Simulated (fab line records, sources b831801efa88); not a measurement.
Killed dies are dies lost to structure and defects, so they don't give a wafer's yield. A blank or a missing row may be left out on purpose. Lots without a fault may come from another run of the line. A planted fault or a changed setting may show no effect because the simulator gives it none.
Chamber matching | flow sky130 | SKY_VIA2_CMP_02 on cmp-01: 4 sister chambers
The step polishes SiO2. 4 wafers are shown with their chamber, then 9 later ones without.

WAFERS WITH THEIR CHAMBER
wafer  | chamber | motor_current_A (A)
L402.4 | 0       | 10.3
L406.1 | 1       | 11.6
L406.2 | 3       | 13.8
L406.6 | 2       | 13.1

WAFERS WITHOUT THEIR CHAMBER
wafer  | motor_current_A (A)
L404.4 | 10.4
L404.5 | 11.3
L404.6 | 11.1
L403.1 | 11.0
L403.5 | 12.1
L403.6 | 10.9
L410.1 | 13.4
L410.2 | 11.2
L410.6 | 12.1

WHICH CHAMBER EACH WENT THROUGH
wafer  | from the rows above     | in truth
L404.4 | 0                       | 0
L404.5 | can't be placed: 1 or 0 | 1
L404.6 | can't be placed: 1 or 0 | 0
L403.1 | can't be placed: 1 or 0 | 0
L403.5 | can't be placed: 1 or 2 | 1
L403.6 | can't be placed: 0 or 1 | 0
L410.1 | can't be placed: 2 or 3 | 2
L410.2 | can't be placed: 1 or 0 | 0
L410.6 | can't be placed: 1 or 2 | 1
Placed correctly: 1 of 9. Can't be placed from these rows: 8 (the true chamber is among the candidates in 8). Placed wrongly: 0.
How it was worked out, from the rows above alone: a wafer's distance from a chamber is the root of the sum, over the readings, of the square of ((its reading less the chamber's mean) divided by the reading's scatter). The wafer belongs to the nearest chamber; if the next one is less than 2 further off, it can't be placed. A chamber's mean is the mean of its shown wafers. The scatter: with one shown wafer a chamber, the root of the mean of the squares of how far each hidden wafer lies from its nearest shown one.
